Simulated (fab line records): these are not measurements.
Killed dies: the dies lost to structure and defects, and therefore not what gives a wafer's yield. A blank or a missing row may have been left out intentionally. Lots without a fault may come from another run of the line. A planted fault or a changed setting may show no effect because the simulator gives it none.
Struck lot and sound lot, side by side :: flow sky130 :: 23 steps out of a route of 708
Sound: the wafers L417.2, L417.3, L417.6. Struck: wafer L429.5; the same lot's L429.2 was not struck, so it is left out; see the end for the cause.
For every step that has rows: the tool of each side, followed by ch and its chambers, followed by its first start. Under that, the readings that differ: sound wafers :: struck wafers :: difference of the means :: sigmas: that difference in standard deviations of wafers without a fault.
alike: same words and numbers on both sides, and readings whose means sit less than 2 such deviations apart. not compared: any withheld reading, any reading some wafer has no value for, any bound like >300 that may hide the same value, and any number with overlapping values for which the record gives no deviation.
Wherever a step has rows on one side only, a row that says differs or no value, or a row with sigmas, the two part there. Numbers that have no deviation but don't overlap get no sigmas and don't part them. Lack of a reading on every wafer of one side parts them only where that side has two or more wafers.

first, 6 steps without rows for these wafers: SKY_PWDE_HMDS_01 (prime time 60 s); SKY_PWDE_COAT_02 (resist thk 3000 nm); SKY_PWDE_SOFTBAKE_03; SKY_PWDE_EXPOSE_04 (exposes mask PWDEM, target cd 840 nm); SKY_PWDE_PEB_05; SKY_PWDE_DEVELOP_06 (develop time 60 s).
SKY_PWDE_OVL_MEAS_07:
  sound on overlay-02, day 5 18:01; struck on overlay-02, day 8 01:13
  alike: PWDE_OVL
after that, 1 step had no rows for these wafers: SKY_PWDE_IMPLANT_08.
SKY_PWDE_STRIP_09: strips in O2/N2.
  sound on plasma-asher-01 ch 0,1, day 5 18:11; struck on plasma-asher-01 ch 1, day 8 01:23
reading: strip-time-to-endpoint-s (s)
sound: 36.87 36.80 36.78
struck: 37.09
difference: +0.27
sigmas: +2
  alike: drypump-motor-current-A, n2-flow-sccm, oes-product-au
  not compared: rf-hours-counter-h
SKY_PWDE_TW_MEAS_10:
  sound on film-metro-02, day 5 18:18; struck on film-metro-03, day 8 01:30
  alike: PWDE_TW
then, 2 steps without rows for these wafers: SKY_NWELL_DEHYDRATE_03 (time 60 s); SKY_NWELL_HMDS_04 (prime time 60 s).
SKY_NWELL_COAT_05: resist thk 3000 nm.
  sound on litho-track-01 ch 0, day 6 03:05; struck on litho-track-01 ch 0, day 8 11:35
reading: model.coat_of_NWELL_COAT_05.thk-nm (nm)
sound: 3018 3016 3016
struck: 1394
difference: -1623
sigmas: 
then, 3 steps without rows for these wafers: SKY_NWELL_SOFTBAKE_06; SKY_NWELL_EXPOSE_07 (exposes mask NWM, target cd 840 nm); SKY_NWELL_PEB_08.
SKY_NWELL_DEVELOP_09: develop time 60 s.
  sound on litho-track-01 ch 0; struck on litho-track-01 ch 0
reading: model.coat_of_NWELL_COAT_05.thk-nm (nm)
sound: 3014 3012 3012
struck: 1389
difference: -1624
sigmas: 
SKY_NWELL_OVL_MEAS_10:
  sound on overlay-02, day 6 13:22; struck on overlay-02, day 8 21:46
reading: NWELL_00_OVL (nm)
sound: 3.0 1.4 3.6
struck: -0.2
difference: -2.9
sigmas: -2
then, 3 steps without rows for these wafers: SKY_NWELL_IMPLANT_11; SKY_NWELL_IMPLANT_12; SKY_NWELL_IMPLANT_13.
SKY_NWELL_STRIP_14: strips in O2/N2.
  sound on plasma-asher-01 ch 0,1, day 6 13:50; struck on plasma-asher-01 ch 0, day 8 22:14
reading: oes-product-au (a.u.)
sound: 0.716 0.726 0.729
struck: 0.714
difference: -0.010
sigmas: -2

reading: strip-time-to-endpoint-s (s)
sound: 37.12 37.11 37.11
struck: 18.16
difference: -18.95
sigmas: -99 or more
  alike: drypump-motor-current-A, n2-flow-sccm
  not compared: rf-hours-counter-h
SKY_NWELL_TW_MEAS_15:
  sound on film-metro-02, day 6 13:57; struck on film-metro-03, day 8 22:21
  alike: NWELL_TW

== WHERE THEY PART ==
At SKY_PWDE_STRIP_09 first; at SKY_NWELL_STRIP_14 last (within this record only). Later steps at which nothing parts them and some readings are alike: SKY_NWELL_TW_MEAS_15.

WHY: whatever the simulator had introduced
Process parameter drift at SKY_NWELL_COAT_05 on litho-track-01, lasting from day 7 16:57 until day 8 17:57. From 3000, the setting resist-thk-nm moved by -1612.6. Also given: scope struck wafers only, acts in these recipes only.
